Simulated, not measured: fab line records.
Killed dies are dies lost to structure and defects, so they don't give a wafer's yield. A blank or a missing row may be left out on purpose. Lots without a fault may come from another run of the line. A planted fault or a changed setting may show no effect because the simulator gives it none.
Which of the tools did it? / flow sfqLine / 42 wafers from 14 lots sampled at 4 of the route's 325 steps

## WHAT THE GAUGES READ, wafer by wafer
SFQ_I2_OVL_MEAS_918.
lot=L309; measured=day 43 09:38; on=overlay-02; I2_OVL (nm)=2 1 -2
lot=L310; measured=day 43 16:58; on=overlay-01; I2_OVL (nm)=10 12 7
lot=L311; measured=day 44 10:46; on=overlay-02; I2_OVL (nm)=-1 -5 -5
lot=L313; measured=day 44 23:52; on=overlay-01; I2_OVL (nm)=7 2 4
lot=L315; measured=day 45 23:53; on=overlay-01; I2_OVL (nm)=10 3 8
lot=L319; measured=day 47 04:41; on=overlay-02; I2_OVL (nm)=2 3 1
lot=L320; measured=day 47 14:16; on=overlay-01; I2_OVL (nm)=1 -10 0
lot=L321; measured=day 47 22:35; on=overlay-01; I2_OVL (nm)=3 -3 2
lot=L325; measured=day 49 10:35; on=overlay-01; I2_OVL (nm)=3 5 3
lot=L326; measured=day 49 21:23; on=overlay-02; I2_OVL (nm)=6 9 3
lot=L327; measured=day 50 10:43; on=overlay-01; I2_OVL (nm)=5 7 1
lot=L328; measured=day 51 06:02; on=overlay-01; I2_OVL (nm)=-12 -7 -2
lot=L329; measured=day 51 12:03; on=overlay-02; I2_OVL (nm)=-5 2 -6
lot=L332; measured=day 52 12:10; on=overlay-02; I2_OVL (nm)=0 -6 0

SFQ_M8_OVL_MEAS_948.
lot=L309; measured=day 86 04:13; on=overlay-01; M8_OVL (nm)=-9 -9 0
lot=L310; measured=day 87 01:21; on=overlay-01; M8_OVL (nm)=-4 -5 -14
lot=L311; measured=day 87 09:23; on=overlay-01; M8_OVL (nm)=-2 -13 0
lot=L313; measured=day 87 15:13; on=overlay-02; M8_OVL (nm)=-8 -8 9
lot=L315; measured=day 88 16:50; on=overlay-01; M8_OVL (nm)=-6 -8 -4
lot=L319; measured=day 89 17:54; on=overlay-02; M8_OVL (nm)=-3 -4 -4
lot=L320; measured=day 89 21:28; on=overlay-02; M8_OVL (nm)=-7 -2 -7
lot=L321; measured=day 90 02:29; on=overlay-01; M8_OVL (nm)=-1 -10 -9
lot=L325; measured=day 94 08:37; on=overlay-02; M8_OVL (nm)=-5 -8 -6
lot=L326; measured=day 94 09:49; on=overlay-01; M8_OVL (nm)=-7 -1 6
lot=L327; measured=day 94 12:13; on=overlay-01; M8_OVL (nm)=-11 -6 -6
lot=L328; measured=day 94 15:49; on=overlay-02; M8_OVL (nm)=1 11 4
lot=L329; measured=day 94 18:22; on=overlay-01; M8_OVL (nm)=-15 -8 -5
lot=L332; measured=day 96 15:01; on=overlay-01; M8_OVL (nm)=8 2 2

## EACH LOT AND THE TOOL THAT RAN IT (in order: tool; ch and the chambers of the sampled wafers; start)
lot=L309; SFQ_TRILAYER_I2_VIA_BARC_OPEN_VIA_ETCH_096=rieDiel-02 ch 1,2, day 43 09:40; SFQ_TRILAYER_I7_METRO_MEASURE_185=filmMetro-02, day 81 18:05
lot=L310; SFQ_TRILAYER_I2_VIA_BARC_OPEN_VIA_ETCH_096=rieDiel-01 ch 1,2, day 43 17:00; SFQ_TRILAYER_I7_METRO_MEASURE_185=filmMetro-02, day 82 14:35
lot=L311; SFQ_TRILAYER_I2_VIA_BARC_OPEN_VIA_ETCH_096=rieDiel-04 ch 1,2,3, day 44 10:48; SFQ_TRILAYER_I7_METRO_MEASURE_185=filmMetro-04, day 82 18:41
lot=L313; SFQ_TRILAYER_I2_VIA_BARC_OPEN_VIA_ETCH_096=rieDiel-04 ch 0,1,2, day 44 23:55; SFQ_TRILAYER_I7_METRO_MEASURE_185=filmMetro-04, day 83 03:16
lot=L315; SFQ_TRILAYER_I2_VIA_BARC_OPEN_VIA_ETCH_096=rieDiel-04 ch 1,3, day 45 23:55; SFQ_TRILAYER_I7_METRO_MEASURE_185=filmMetro-02, day 84 02:50
lot=L319; SFQ_TRILAYER_I2_VIA_BARC_OPEN_VIA_ETCH_096=rieDiel-02 ch 0,3, day 47 04:43; SFQ_TRILAYER_I7_METRO_MEASURE_185=filmMetro-02, day 85 05:26
lot=L320; SFQ_TRILAYER_I2_VIA_BARC_OPEN_VIA_ETCH_096=rieDiel-04 ch 1,2,3, day 47 14:19; SFQ_TRILAYER_I7_METRO_MEASURE_185=filmMetro-01, day 85 09:41
lot=L321; SFQ_TRILAYER_I2_VIA_BARC_OPEN_VIA_ETCH_096=rieDiel-04 ch 0,1,3, day 47 22:37; SFQ_TRILAYER_I7_METRO_MEASURE_185=filmMetro-01, day 85 15:41
lot=L325; SFQ_TRILAYER_I2_VIA_BARC_OPEN_VIA_ETCH_096=rieDiel-04 ch 0,1,2, day 49 10:37; SFQ_TRILAYER_I7_METRO_MEASURE_185=filmMetro-04, day 87 01:00
lot=L326; SFQ_TRILAYER_I2_VIA_BARC_OPEN_VIA_ETCH_096=rieDiel-04 ch 0,2,3, day 49 21:25; SFQ_TRILAYER_I7_METRO_MEASURE_185=filmMetro-01, day 87 02:51
lot=L327; SFQ_TRILAYER_I2_VIA_BARC_OPEN_VIA_ETCH_096=rieDiel-04 ch 0,1,3, day 50 10:45; SFQ_TRILAYER_I7_METRO_MEASURE_185=filmMetro-01, day 87 22:45
lot=L328; SFQ_TRILAYER_I2_VIA_BARC_OPEN_VIA_ETCH_096=rieDiel-04 ch 2,3, day 51 06:04; SFQ_TRILAYER_I7_METRO_MEASURE_185=filmMetro-04, day 88 14:35
lot=L329; SFQ_TRILAYER_I2_VIA_BARC_OPEN_VIA_ETCH_096=rieDiel-02 ch 0,3, day 51 12:04; SFQ_TRILAYER_I7_METRO_MEASURE_185=filmMetro-02, day 88 17:59
lot=L332; SFQ_TRILAYER_I2_VIA_BARC_OPEN_VIA_ETCH_096=rieDiel-01 ch 0,1,2, day 52 12:12; SFQ_TRILAYER_I7_METRO_MEASURE_185=filmMetro-01, day 93 05:33
- SFQ_TRILAYER_I2_VIA_BARC_OPEN_VIA_ETCH_096: etches BARC in O2, target depth 125 nm, time 40.49 s.
- SFQ_TRILAYER_I7_METRO_MEASURE_185

## AS READ BY THE TOOLS THEMSELVES (means over the sampled wafers that have a number; for cases with no such wafer, the mark the record gives instead)
SFQ_TRILAYER_I2_VIA_BARC_OPEN_VIA_ETCH_096.
lot=L309; tool=rieDiel-02; biasW (W)=79.86; drypumpMotorCurrentA (A)=5.9; oesProductAu (a.u.)=0.694; rfFwdPowerW (W)=494.8
lot=L310; tool=rieDiel-01; biasW (W)=79.91; drypumpMotorCurrentA (A)=6.1; oesProductAu (a.u.)=0.691; rfFwdPowerW (W)=494.9
lot=L311; tool=rieDiel-04; biasW (W)=80.03; drypumpMotorCurrentA (A)=5.7; oesProductAu (a.u.)=0.695; rfFwdPowerW (W)=495.6
lot=L313; tool=rieDiel-04; biasW (W)=79.76; drypumpMotorCurrentA (A)=5.8; oesProductAu (a.u.)=0.694; rfFwdPowerW (W)=494.4
lot=L315; tool=rieDiel-04; biasW (W)=80.33; drypumpMotorCurrentA (A)=5.4; oesProductAu (a.u.)=0.695; rfFwdPowerW (W)=496.3
lot=L319; tool=rieDiel-02; biasW (W)=79.75; drypumpMotorCurrentA (A)=6.3; oesProductAu (a.u.)=0.697; rfFwdPowerW (W)=494.2
lot=L320; tool=rieDiel-04; biasW (W)=80.04; drypumpMotorCurrentA (A)=5.7; oesProductAu (a.u.)=0.694; rfFwdPowerW (W)=495.2
lot=L321; tool=rieDiel-04; biasW (W)=79.96; drypumpMotorCurrentA (A)=5.6; oesProductAu (a.u.)=0.693; rfFwdPowerW (W)=495.3
lot=L325; tool=rieDiel-04; biasW (W)=80.09; drypumpMotorCurrentA (A)=5.8; oesProductAu (a.u.)=0.695; rfFwdPowerW (W)=496.0
lot=L326; tool=rieDiel-04; biasW (W)=79.92; drypumpMotorCurrentA (A)=5.9; oesProductAu (a.u.)=0.691; rfFwdPowerW (W)=496.9
lot=L327; tool=rieDiel-04; biasW (W)=71.53; drypumpMotorCurrentA (A)=5.6; oesProductAu (a.u.)=0.691; rfFwdPowerW (W)=494.8
lot=L328; tool=rieDiel-04; biasW (W)=71.58; drypumpMotorCurrentA (A)=6.0; oesProductAu (a.u.)=0.692; rfFwdPowerW (W)=495.9
lot=L329; tool=rieDiel-02; biasW (W)=80.16; drypumpMotorCurrentA (A)=6.3; oesProductAu (a.u.)=0.690; rfFwdPowerW (W)=495.2
lot=L332; tool=rieDiel-01; biasW (W)=80.31; drypumpMotorCurrentA (A)=5.8; oesProductAu (a.u.)=0.696; rfFwdPowerW (W)=493.4

SFQ_TRILAYER_I7_METRO_MEASURE_185.
lot=L309; tool=filmMetro-02; thkNm (nm)=203.1
lot=L310; tool=filmMetro-02; thkNm (nm)=203.7
lot=L311; tool=filmMetro-04; thkNm (nm)=203.6
lot=L313; tool=filmMetro-04; thkNm (nm)=202.8
lot=L315; tool=filmMetro-02; thkNm (nm)=203.1
lot=L319; tool=filmMetro-02; thkNm (nm)=202.6
lot=L320; tool=filmMetro-01; thkNm (nm)=202.8
lot=L321; tool=filmMetro-01; thkNm (nm)=203.0
lot=L325; tool=filmMetro-04; thkNm (nm)=203.4
lot=L326; tool=filmMetro-01; thkNm (nm)=203.9
lot=L327; tool=filmMetro-01; thkNm (nm)=205.1
lot=L328; tool=filmMetro-04; thkNm (nm)=204.2
lot=L329; tool=filmMetro-02; thkNm (nm)=205.0
lot=L332; tool=filmMetro-01; thkNm (nm)=204.1

## THE ANSWER, worked out from the rows above alone
Rule: what is usual is taken from the lots themselves. The widest of any qualifying gaps counts: lots, ordered by their means at a reading, are off when they make up no more than a third of the lots, leave a main group of 4 or more, and stand apart from it by 3 or more times the standard deviation of that group's means. A main group whose means are all the same, to the digits that the tables above print for the reading, isn't used. Also off: a lot with no number at a reading for which 4 or more lots have one. The other lots that the step has rows for count as sound. First the gauges in route order, then the tools' own readings, where a lot's mean is used as printed above. At the first step where some lot is off, the reading lying furthest off is the one used; lots without a number count as furthest.
Off: L327, L328 (SFQ_TRILAYER_I2_VIA_BARC_OPEN_VIA_ETCH_096, biasW). The main group has a mean of 80.01 W with a standard deviation of 0.18.
A tool fits if, at that step or a process step before it, it ran every lot that is off, and no sound lot after the first of them. One fits: rieDiel-04 at SFQ_TRILAYER_I2_VIA_BARC_OPEN_VIA_ETCH_096. A fault onset in the window from L326 (day 49 21:25, its last sound lot) to L327 (day 50 10:45, its first lot off) fits.
On the lots that are off, the tool's own readings at SFQ_TRILAYER_I2_VIA_BARC_OPEN_VIA_ETCH_096 differ by more than 5 times the standard deviation of the sound lots' means, which bears it out; biasW reads 71.56 W there versus 80.01 W on the sound lots.

## WHAT HAD BEEN PUT IN BY THE SIMULATOR
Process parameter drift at SFQ_TRILAYER_I2_VIA_BARC_OPEN_VIA_ETCH_096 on rieDiel-04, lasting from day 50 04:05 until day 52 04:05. Setting biasW, moved by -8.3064, from 80. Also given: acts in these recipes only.
Struck lots among those shown: L327, L328. Same finding as the rule above.
